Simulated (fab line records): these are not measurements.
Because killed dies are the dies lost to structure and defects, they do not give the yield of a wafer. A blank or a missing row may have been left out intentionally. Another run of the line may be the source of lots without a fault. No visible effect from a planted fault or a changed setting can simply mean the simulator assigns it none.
fab line records -- flow sky130
record lots=11, wafers=31, last_day=50
route steps=708 shown METAL4@631 VIA4@651 METAL5@676 PAD_OPEN@708
lots that met no fault: from a run of the same line without faults
start_h: hours from the record's opening day to when the first of the lot's shown wafers began -- wait_h: hours since the lot's step before -- " as in the row above -- L1.1+2: a single row standing in for several wafers -- - either no value or no given start -- * or withheld: withheld -- < > ~ a bound
route shown NAME@n: NAME is a module with steps in the file, n the number in the route of the first one -- usual: mean/standard deviation taken from wafers without a fault -- same: alike in all rows -- chamber/n: place in a boat -- sites: per-site readings -- _std_site: standard deviation of those values -- _edge_site: mean of outer sites minus mean of inner sites -- radius_mm: for every site, how far away it sits from the centre of the wafer -- mask NAME#n: copy n -- behind: the tool/chamber that last shaped the wafer -- hold: reason for holding the lot/hours on hold/outcome of the hold -- device: which transistor (n, p or np) failed to switch -- end of line: tests run on the same wafers once the route is complete -- where a step has no rows: the recipe by itself -- killed: dies lost to structure and defects at the first sort, not the wafer's yield -- map: shows each die of a wafer: x if killed, . if not, _ if none is there
set.NAME: setting as actually run; set.NAME@STEP: the setting as run at that earlier step -- model.NAME: the simulator's own value behind a step, which no gauge read
a sample of lots followed through the steps of the route, with each step as a table and each wafer as a row
services: a tool's chamber out of use, with start hour (start_h, from the record's first day; less than 0 if before it), hours out, and reason
## steps
# step SKY_METAL4_DESCUM_15
# recipe chemistry=O2, source_power_w=150, bias_power_w=0, pressure_mtorr=10, temp_c=40, time_s=8
# usual drypump_motor_current_A=5.5/0.59, oes_product_au=0.998/0.009
lot.wafer,tool,chamber,start_h,wait_h,drypump_motor_current_A,oes_product_au,rf_hours_counter_h
L834.3,rie_metal-01,1,987.25,0.0,5.6,0.991,-
L834.5,rie_metal-01,1,987.25,0.0,5.6,1.001,-
L834.6,rie_metal-01,0,987.25,0.0,6.5,0.998,-
L835.1,rie_metal-01,0,994.13,0.0,6.5,1.005,5
L835.3,rie_metal-01,0,994.13,0.0,6.5,0.995,-
L835.6,rie_metal-01,0,994.13,0.0,6.5,0.997,-
L836.2,rie_metal-03,0,997.99,0.0,4.9,1.008,8
L836.4,rie_metal-03,0,997.99,0.0,4.9,1.003,-
L836.5,rie_metal-03,1,997.99,0.0,5.4,1.021,-
L840.1,rie_metal-02,1,1044.59,0.0,5.3,0.994,3
L840.2,rie_metal-02,0,1044.59,0.0,4.7,0.985,28
L840.3,rie_metal-02,1,1044.59,0.0,5.3,0.996,-
L841.3,rie_metal-01,0,1058.00,0.0,6.5,0.991,-
L841.5,rie_metal-01,0,1058.00,0.0,6.5,0.989,-
L841.6,rie_metal-01,1,1058.00,0.0,5.6,0.986,-
L845.5,rie_metal-01,0,1062.95,0.0,6.5,0.992,-
L849.1,rie_metal-02,1,1086.58,0.0,5.3,1.008,8
L849.2,rie_metal-02,0,1086.58,0.0,4.7,0.988,1
L849.3,rie_metal-02,1,1086.58,0.0,5.3,1.003,-
L852.2,rie_metal-02,0,1104.88,0.0,4.7,0.992,3
L852.4,rie_metal-02,0,1104.88,0.0,4.7,0.986,-
L852.5,rie_metal-02,0,1104.88,0.0,4.7,0.996,-
L854.1,rie_metal-01,0,1110.68,0.0,6.5,0.996,12
L854.5,rie_metal-01,0,1110.68,0.0,6.5,0.993,-
L854.6,rie_metal-01,1,1110.68,0.0,5.6,0.993,-
L855.4,rie_metal-03,1,1127.43,0.0,5.5,1.019,-
L855.5,rie_metal-03,1,1127.43,0.0,5.5,1.019,-
L855.6,rie_metal-03,0,1127.43,0.0,4.9,1.005,-
L856.1,rie_metal-01,0,1127.69,0.0,6.5,0.998,13
L856.2,rie_metal-01,1,1127.69,0.0,5.6,0.992,21
L856.4,rie_metal-01,0,1127.69,0.0,6.5,0.989,-
# step SKY_METAL4_ETCH_17
# recipe target=SiO2, stop_on=TiN, chemistry=C4F8/O2/Ar, source_w=1500, bias_w=1200, pressure_mtorr=40, c4f8_flow_sccm=withheld, O2_flow_sccm=6, Ar_flow_sccm=300, time_s=3.9, target_depth_a=150
# usual oes_product_au=0.753/0.0073, rf_fwd_power_W=1468/7.1
lot.wafer,tool,chamber,start_h,wait_h,oes_product_au,rf_fwd_power_W,rf_hours_counter_h
L834.3,rie_diel-03,1,987.37,0.0,0.759,1470,13
L834.5,rie_diel-03,3,987.37,0.0,0.754,1464,-
L834.6,rie_diel-03,0,987.37,0.0,0.762,1474,-
L835.1,rie_diel-04,3,994.26,0.1,0.757,1470,22
L835.3,rie_diel-04,0,994.26,0.1,0.742,1459,7
L835.6,rie_diel-04,1,994.26,0.1,0.747,1463,-
L836.2,rie_diel-01,3,998.12,0.1,0.748,1477,11
L836.4,rie_diel-01,0,998.12,0.1,0.753,1473,16
L836.5,rie_diel-01,3,998.12,0.1,0.760,1478,-
L840.1,rie_diel-01,2,1044.72,0.1,0.749,1462,11
L840.2,rie_diel-01,1,1044.72,0.1,0.756,1467,10
L840.3,rie_diel-01,0,1044.72,0.1,0.749,1464,17
L841.3,rie_diel-04,0,1058.12,0.0,0.755,1471,9
L841.5,rie_diel-04,1,1058.12,0.0,0.756,1459,-
L841.6,rie_diel-04,0,1058.12,0.0,0.757,1476,-
L845.5,rie_diel-04,0,1063.07,0.0,0.751,1460,-
L849.1,rie_diel-04,1,1086.71,0.1,0.739,1462,10
L849.2,rie_diel-04,0,1086.71,0.1,0.752,1462,10
L849.3,rie_diel-04,3,1086.71,0.1,0.736,1467,26
L852.2,rie_diel-01,0,1105.01,0.1,0.749,1468,19
L852.4,rie_diel-01,2,1105.01,0.1,0.763,1459,14
L852.5,rie_diel-01,3,1105.01,0.1,0.751,1481,-
L854.1,rie_diel-01,1,1110.81,0.1,0.742,1464,12
L854.5,rie_diel-01,1,1110.81,0.1,0.741,1470,-
L854.6,rie_diel-01,0,1110.81,0.1,0.743,1461,-
L855.4,rie_diel-04,0,1127.56,0.0,0.756,1466,-
L855.5,rie_diel-04,3,1127.56,0.0,0.762,1467,-
L855.6,rie_diel-04,2,1127.56,0.0,0.767,1479,-
L856.1,rie_diel-04,3,1127.82,0.1,0.738,1474,28
L856.2,rie_diel-04,0,1127.82,0.1,0.751,1460,12
L856.4,rie_diel-04,3,1127.82,0.1,0.759,1467,-
# step SKY_VIA4_ETCH_12
# recipe target=SiO2, chemistry=C4F8/O2/Ar, stop_on=TiN, mask_material=NOVOLAK, source_w=1500, bias_w=1200, pressure_mtorr=40, c4f8_flow_sccm=withheld, O2_flow_sccm=6, Ar_flow_sccm=300, time_s=withheld, target_depth_a=5800
# usual oes_product_au=0.926/0.0049, rf_fwd_power_W=1491/5.3
lot.wafer,tool,chamber,start_h,wait_h,oes_product_au,rf_fwd_power_W
L834.3,rie_diel-04,2,1013.62,0.0,0.933,1493
L834.5,rie_diel-04,3,1013.62,0.0,0.927,1490
L834.6,rie_diel-04,0,1013.62,0.0,0.925,1485
L835.1,rie_diel-01,2,1019.41,0.0,0.919,1489
L835.3,rie_diel-01,0,1019.41,0.0,0.921,1495
L835.6,rie_diel-01,3,1019.41,0.0,0.923,1493
L836.2,rie_diel-01,3,1023.17,0.0,0.924,1495
L836.4,rie_diel-01,1,1023.17,0.0,0.928,1488
L836.5,rie_diel-01,2,1023.17,0.0,0.933,1482
L840.1,rie_diel-02,2,1067.77,0.0,0.924,1489
L840.2,rie_diel-02,1,1067.77,0.0,0.930,1487
L840.3,rie_diel-02,0,1067.77,0.0,0.933,1498
L841.3,rie_diel-01,2,1080.96,0.0,0.927,1486
L841.5,rie_diel-01,3,1080.96,0.0,0.920,1496
L841.6,rie_diel-01,0,1080.96,0.0,0.926,1485
L845.5,rie_diel-01,3,1086.45,0.0,0.929,1498
L849.1,rie_diel-01,0,1107.76,0.0,0.927,1499
L849.2,rie_diel-01,2,1107.76,0.0,0.931,1485
L849.3,rie_diel-01,1,1107.76,0.0,0.931,1490
L852.2,rie_diel-04,2,1129.42,0.0,0.927,1492
L852.4,rie_diel-04,3,1129.42,0.0,0.931,1495
L852.5,rie_diel-04,2,1129.42,0.0,0.941,1493
L854.1,rie_diel-02,3,1133.51,0.0,0.933,1499
L854.5,rie_diel-02,2,1133.51,0.0,0.924,1485
L854.6,rie_diel-02,1,1133.51,0.0,0.930,1488
L855.4,rie_diel-01,1,1148.92,0.0,0.918,1501
L855.5,rie_diel-01,1,1148.92,0.0,0.922,1499
L855.6,rie_diel-01,0,1148.92,0.0,0.929,1484
L856.1,rie_diel-02,3,1149.22,0.0,0.928,1505
L856.2,rie_diel-02,0,1149.22,0.0,0.929,1494
L856.4,rie_diel-02,1,1149.22,0.0,0.926,1483
# step SKY_METAL5_METAL_ETCH_15
# recipe target_depth_a=12600, stop_on=SiO2, over_etch_frac=0.2, time_s=252, chemistry=Cl2/BCl3, resist_sidewall_deg=86, pressure_mtorr=10, icp_w=900, bias_w=48.5, Cl2_flow_sccm=60, bcl3_flow_sccm=30
# usual drypump_motor_current_A=5.4/0.51, oes_product_au=0.893/0.0049, rf_fwd_power_W=897.5/2.9, throttle_valve_pct=22.265/0.0091
lot.wafer,tool,chamber,start_h,wait_h,drypump_motor_current_A,oes_product_au,rf_fwd_power_W,rf_hours_counter_h,throttle_valve_pct
L834.3,rie_metal-03,1,1038.54,0.1,5.5,0.887,904.7,-,22.276
L834.5,rie_metal-03,1,1038.54,0.1,5.5,0.895,899.1,-,22.248
L834.6,rie_metal-03,0,1038.54,0.1,4.9,0.896,898.3,-,22.261
L835.1,rie_metal-04,0,1042.91,0.0,5.5,0.892,894.2,11,22.256
L835.3,rie_metal-04,1,1042.91,0.0,6.4,0.891,897.1,-,22.265
L835.6,rie_metal-04,0,1042.91,0.0,5.5,0.903,901.1,-,22.265
L836.2,rie_metal-03,0,1049.66,0.0,4.9,0.889,893.5,10,22.262
L836.4,rie_metal-03,0,1049.66,0.0,4.9,0.890,896.5,-,22.273
L836.5,rie_metal-03,1,1049.66,0.0,5.4,0.886,899.9,-,22.258
L840.1,rie_metal-03,0,1090.27,0.0,4.9,0.892,901.3,13,22.261
L840.2,rie_metal-03,1,1090.27,0.0,5.5,0.900,894.7,21,22.269
L840.3,rie_metal-03,1,1090.27,0.0,5.4,0.888,898.5,-,22.269
L841.3,rie_metal-04,0,1104.49,0.1,5.5,0.903,898.8,-,22.268
L841.5,rie_metal-04,0,1104.49,0.1,5.5,0.886,898.4,-,22.267
L841.6,rie_metal-04,1,1104.49,0.1,6.4,0.894,895.3,-,22.270
L845.5,rie_metal-04,1,1108.21,0.2,6.4,0.896,1038.7,-,22.262
L849.1,rie_metal-03,0,1131.67,0.0,4.9,0.891,895.7,16,22.264
L849.2,rie_metal-03,1,1131.67,0.0,5.4,0.891,902.4,24,22.268
L849.3,rie_metal-03,0,1131.67,0.0,4.9,0.893,902.4,-,22.252
L852.2,rie_metal-02,0,1150.61,0.0,4.7,0.893,899.0,7,22.257
L852.4,rie_metal-02,0,1150.61,0.0,4.8,0.885,894.8,-,22.252
L852.5,rie_metal-02,1,1150.61,0.0,5.3,0.893,897.3,-,22.262
L854.1,rie_metal-02,1,1154.46,0.0,5.3,0.890,902.8,14,22.277
L854.5,rie_metal-02,1,1154.46,0.0,5.3,0.895,900.9,-,22.261
L854.6,rie_metal-02,0,1154.46,0.0,4.8,0.901,898.1,-,22.261
L856.1,rie_metal-02,1,1167.32,0.0,5.3,0.887,901.0,15,22.273
L856.2,rie_metal-02,0,1167.32,0.0,4.8,0.891,899.6,8,22.259
L856.4,rie_metal-02,1,1167.32,0.0,5.3,0.900,895.3,-,22.257
L855.4,rie_metal-03,1,1168.64,0.1,5.5,0.889,895.9,-,22.277
L855.5,rie_metal-03,1,1168.64,0.1,5.5,0.895,894.8,-,22.253
L855.6,rie_metal-03,0,1168.64,0.1,4.9,0.901,899.0,-,22.267
# step SKY_METAL5_STRIP_16
# recipe chemistry=O2/N2, power_w=1400, pressure_mtorr=1500, platen_temp_c=withheld, o2_flow_sccm=3000, n2_flow_sccm=300, overash_fraction=0.5
# usual drypump_motor_current_A=5.81/0.27, oes_product_au=0.711/0.0049, strip_time_to_endpoint_s=13.03/0.16
lot.wafer,tool,chamber,start_h,wait_h,drypump_motor_current_A,oes_product_au,rf_hours_counter_h,strip_time_to_endpoint_s
L834.3,plasma_asher-01,0,1038.73,0.1,6.32,0.724,-,12.83
L834.5,plasma_asher-01,0,1038.73,0.1,6.31,0.704,-,12.94
L834.6,plasma_asher-01,1,1038.73,0.1,5.80,0.708,-,13.02
L835.1,plasma_asher-02,0,1043.15,0.2,5.90,0.704,27,12.85
L835.3,plasma_asher-02,0,1043.15,0.2,5.89,0.711,-,13.20
L835.6,plasma_asher-02,0,1043.15,0.2,5.90,0.718,-,12.78
L836.2,plasma_asher-01,1,1049.90,0.2,5.80,0.707,122,13.14
L836.4,plasma_asher-01,0,1049.90,0.2,6.30,0.714,-,13.16
L836.5,plasma_asher-01,1,1049.90,0.2,5.80,0.700,-,12.97
L840.1,plasma_asher-03,1,1090.51,0.2,5.82,0.716,63,13.00
L840.2,plasma_asher-03,0,1090.51,0.2,5.38,0.710,63,12.82
L840.3,plasma_asher-03,0,1090.51,0.2,5.36,0.708,-,12.85
L841.3,plasma_asher-03,0,1104.68,0.1,5.44,0.712,-,12.80
L841.5,plasma_asher-03,1,1104.68,0.1,5.76,0.711,-,12.79
L841.6,plasma_asher-03,0,1104.68,0.1,5.40,0.714,-,13.14
L845.5,plasma_asher-01,0,1108.36,0.1,6.32,0.713,-,12.21
L849.1,plasma_asher-03,1,1131.91,0.2,5.86,0.711,67,13.12
L849.2,plasma_asher-03,0,1131.91,0.2,5.44,0.711,67,12.84
L849.3,plasma_asher-03,1,1131.91,0.2,5.82,0.712,-,13.15
L852.2,plasma_asher-02,0,1150.85,0.2,5.90,0.711,40,13.22
L852.4,plasma_asher-02,0,1150.85,0.2,5.91,0.707,-,13.17
L852.5,plasma_asher-02,0,1150.85,0.2,5.91,0.714,-,13.18
L854.1,plasma_asher-01,0,1154.70,0.2,6.32,0.711,10,13.15
L854.5,plasma_asher-01,0,1154.70,0.2,6.32,0.706,-,13.20
L854.6,plasma_asher-01,1,1154.70,0.2,5.79,0.715,-,13.25
L856.1,plasma_asher-03,0,1167.56,0.2,5.39,0.710,69,13.21
L856.2,plasma_asher-03,1,1167.56,0.2,5.85,0.710,69,13.27
L856.4,plasma_asher-03,0,1167.56,0.2,5.42,0.702,-,13.23
L855.4,plasma_asher-03,0,1168.83,0.1,5.37,0.704,-,12.82
L855.5,plasma_asher-03,0,1168.83,0.1,5.38,0.711,-,12.79
L855.6,plasma_asher-03,1,1168.83,0.1,5.79,0.713,-,12.98
# step SKY_PAD_OPEN_PROBE_99
# usual killed_at_M0_to_M3=42/6.2, killed_at_M4_up=3.0/1.8, killed_at_contacts=25/5.9, killed_at_front_end=15/4.5, killed_at_other=0.2/0.45, killed_dies=85/9.9, killed_on_rim=17/3.5, killed_open=47/6.7, killed_short=39/6.4
# same gross_dies=492, killed_at_back_side=0
lot.wafer,tool,chamber,start_h,wait_h,killed_at_M0_to_M3,killed_at_M4_up,killed_at_contacts,killed_at_front_end,killed_at_other,killed_dies,killed_on_rim,killed_open,killed_short
L835.1,prober-02,-,1088.05,0.1,42,2,33,6,2,85,14,44,41
L835.3,prober-02,-,1088.15,0.2,29,3,22,12,0,66,11,37,29
L835.6,prober-02,-,1088.30,0.2,33,2,30,9,0,74,15,37,37
L845.5,prober-01,-,1152.04,0.2,59,5,26,25,1,116,22,64,52
L852.2,prober-01,-,1188.26,0.1,35,7,23,14,0,79,16,33,46
L852.4,prober-01,-,1188.36,0.2,50,6,29,20,0,105,14,57,48
L852.5,prober-01,-,1188.41,0.2,47,6,19,20,0,92,21,50,42
L854.1,prober-01,-,1192.29,0.1,39,5,33,16,0,93,16,55,38
L854.5,prober-01,-,1192.49,0.2,39,4,30,19,0,92,16,47,45
L854.6,prober-01,-,1192.54,0.2,45,2,30,16,0,93,19,51,42
L856.1,prober-02,-,1203.70,0.1,45,4,19,14,0,82,16,45,37
L856.2,prober-02,-,1203.75,0.1,40,3,18,18,0,79,11,41,38
L856.4,prober-02,-,1203.85,0.2,40,6,30,24,0,100,17,53,47
L855.4,prober-01,-,1204.73,0.2,45,2,21,21,0,89,21,46,43
L855.5,prober-01,-,1204.78,0.2,44,3,22,15,0,84,19,47,37
L855.6,prober-01,-,1204.83,0.2,49,4,27,18,0,98,20,48,50
# killed by level:class
L835.1 CONTACT:geometric_particle:open=12 VIA1:geometric_particle:open=10 LI_CONTACT:geometric_particle:open=9 METAL2:geometric_particle:short=6 VIA3:geometric_particle:short=6 FIELD_ISO:geometric_particle:short=4 METAL1:geometric_particle:short=4 VIA2:geometric_particle:open=4
L835.3 LI_CONTACT:geometric_particle:open=7 VIA1:geometric_particle:open=7 CONTACT:geometric_particle:open=6 CONTACT:geometric_particle:short=5 VIA3:geometric_particle:open=5 FIELD_ISO:geometric_particle:short=4 VIA2:geometric_particle:open=4 VIA1:geometric_particle:short=4
L835.6 VIA1:geometric_particle:open=12 CONTACT:geometric_particle:short=9 LI_CONTACT:geometric_particle:open=7 CONTACT:geometric_particle:open=6 LI_CONTACT:geometric_particle:short=5 VIA1:geometric_particle:short=5 FIELD_ISO:geometric_particle:open=3 VIA3:geometric_particle:open=3
L845.5 VIA3:geometric_particle:open=16 FIELD_ISO:geometric_particle:open=10 LI_CONTACT:geometric_particle:open=9 VIA1:geometric_particle:open=8 CONTACT:geometric_particle:open=6 METAL2:geometric_particle:short=6 VIA2:geometric_particle:open=6 CONTACT:geometric_particle:short=5
L852.2 METAL1:geometric_particle:short=9 FIELD_ISO:geometric_particle:short=7 VIA1:geometric_particle:open=6 LI_CONTACT:geometric_particle:open=6 CONTACT:geometric_particle:open=6 METAL4:geometric_particle:short=6 LI_CONTACT:geometric_particle:short=5 VIA3:geometric_particle:open=5
L852.4 CONTACT:geometric_particle:open=9 METAL2:geometric_particle:short=9 LI_CONTACT:geometric_particle:open=8 VIA1:geometric_particle:open=8 VIA3:geometric_particle:open=8 VIA2:geometric_particle:open=6 FIELD_ISO:geometric_particle:short=5 METAL4:geometric_particle:short=5
L852.5 VIA1:geometric_particle:open=13 METAL2:geometric_particle:short=9 FIELD_ISO:geometric_particle:short=7 CONTACT:geometric_particle:short=6 CONTACT:geometric_particle:open=6 VIA3:geometric_particle:open=6 METAL1:geometric_particle:short=5 FIELD_ISO:geometric_particle:open=4
L854.1 CONTACT:geometric_particle:open=12 VIA1:geometric_particle:open=11 VIA2:geometric_particle:open=10 LI_CONTACT:geometric_particle:open=8 LOCAL_INTERCONNECT:geometric_particle:short=6 METAL4:geometric_particle:short=5 FIELD_ISO:geometric_particle:short=4 LI_CONTACT:geometric_particle:short=4
L854.5 CONTACT:geometric_particle:open=11 FIELD_ISO:geometric_particle:short=8 VIA1:geometric_particle:open=8 VIA3:geometric_particle:open=8 CONTACT:geometric_particle:short=7 LOCAL_INTERCONNECT:geometric_particle:short=6 METAL2:geometric_particle:short=5 VIA2:geometric_particle:open=5
L854.6 VIA2:geometric_particle:open=11 LI_CONTACT:geometric_particle:open=10 VIA3:geometric_particle:open=10 CONTACT:geometric_particle:open=7 VIA1:geometric_particle:open=6 VIA1:geometric_particle:short=6 FIELD_ISO:geometric_particle:short=5 LOCAL_INTERCONNECT:geometric_particle:short=5
L856.1 VIA1:geometric_particle:open=11 CONTACT:geometric_particle:open=9 VIA1:geometric_particle:short=7 VIA2:geometric_particle:open=6 LOCAL_INTERCONNECT:geometric_particle:short=6 FIELD_ISO:geometric_particle:open=5 METAL2:geometric_particle:short=5 METAL2:geometric_particle:open=4
L856.2 VIA1:geometric_particle:open=13 POLY_GATE:geometric_particle:open=6 CONTACT:geometric_particle:open=6 VIA1:geometric_particle:short=6 LOCAL_INTERCONNECT:geometric_particle:short=5 FIELD_ISO:geometric_particle:short=4 POLY_GATE:geometric_particle:short=4 CONTACT:geometric_particle:short=4
L856.4 VIA1:geometric_particle:open=12 CONTACT:geometric_particle:open=10 VIA2:geometric_particle:open=9 LOCAL_INTERCONNECT:geometric_particle:short=6 CONTACT:geometric_particle:short=6 METAL4:geometric_particle:short=6 FIELD_ISO:geometric_particle:open=5 POLY_GATE:geometric_particle:short=5
L855.4 VIA3:geometric_particle:open=9 POLY_GATE:geometric_particle:open=8 CONTACT:geometric_particle:open=8 VIA1:geometric_particle:open=7 VIA2:geometric_particle:open=6 LOCAL_INTERCONNECT:geometric_particle:short=6 METAL2:geometric_particle:short=6 METAL3:geometric_particle:short=5
L855.5 CONTACT:geometric_particle:open=13 VIA1:geometric_particle:open=9 METAL1:geometric_particle:short=9 VIA2:geometric_particle:open=6 VIA1:geometric_particle:short=6 VIA3:geometric_particle:open=6 FIELD_ISO:geometric_particle:short=4 POLY_GATE:geometric_particle:short=4
L855.6 VIA1:geometric_particle:open=11 VIA3:geometric_particle:open=9 CONTACT:geometric_particle:short=8 VIA3:geometric_particle:short=7 CONTACT:geometric_particle:open=7 VIA1:geometric_particle:short=6 FIELD_ISO:geometric_particle:open=5 LI_CONTACT:geometric_particle:open=5
## services
tool,chamber,start_h,hours,kind
rie_diel-02,-,969.67,2.8,pm
rie_metal-01,-,972.54,1.4,repair
rie_diel-03,0,975.41,4.7,repair
plasma_asher-02,-,977.07,2.0,repair
rie_diel-04,-,980.94,0.4,repair
rie_diel-02,2,991.44,12.5,repair
rie_diel-01,-,992.18,2.8,pm
rie_metal-02,-,997.25,2.8,pm
rie_diel-04,-,997.98,0.2,repair
rie_diel-04,0,1036.99,5.0,repair
plasma_asher-03,-,1049.32,12.8,repair
rie_diel-01,1,1050.78,21.2,repair
plasma_asher-01,-,1055.31,9.0,pm
rie_diel-02,3,1065.46,10.1,repair
rie_metal-01,-,1069.96,14.6,pm
plasma_asher-02,-,1078.27,2.2,repair
rie_metal-03,-,1084.70,2.7,repair
rie_metal-04,1,1109.39,8.8,repair
rie_diel-04,1,1122.01,14.9,repair
rie_diel-01,-,1135.49,4.3,pm
plasma_asher-03,-,1135.54,15.6,pm
rie_diel-02,1,1154.45,19.5,repair
rie_diel-04,1,1167.04,6.6,repair
plasma_asher-02,-,1167.79,2.8,pm
## key
first_sign step=SKY_METAL5_METAL_ETCH_15, reading=rf_fwd_power_W, direction=up, sigmas=48, usual=897.5, struck=1038.7
effect step=SKY_METAL5_STRIP_16, reading=strip_time_to_endpoint_s, direction=down, sigmas=5.3, usual=*, struck=*
met_at SKY_METAL5_METAL_ETCH_15
struck_lots L845
struck_wafers L845.5
tester_left_out L845
not_acting_at SKY_METAL4_DESCUM_15,SKY_METAL4_ETCH_17,SKY_VIA4_ETCH_12
onset_between 1104.49 1108.21
earlier_fault kind=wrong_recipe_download, tool=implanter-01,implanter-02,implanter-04, chamber=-, onset_h=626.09, steps=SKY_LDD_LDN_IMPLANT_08, wrong_recipe.not_listed=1
fault kind=process_parameter_drift, tool=rie_metal-04, chamber=1, onset_h=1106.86, steps=SKY_METAL5_METAL_ETCH_15, channel=icp_w, offset=144, shape=step, acts_in=these_recipes_only, stated=900
# tester_left_out: of these lots the tester's yield and bins aren't shown, on N5 and GAA mostly nor the transistor test; their killed dies are dies lost to structure and defects alone, not to doping, threshold or leakage, so they don't give the yield
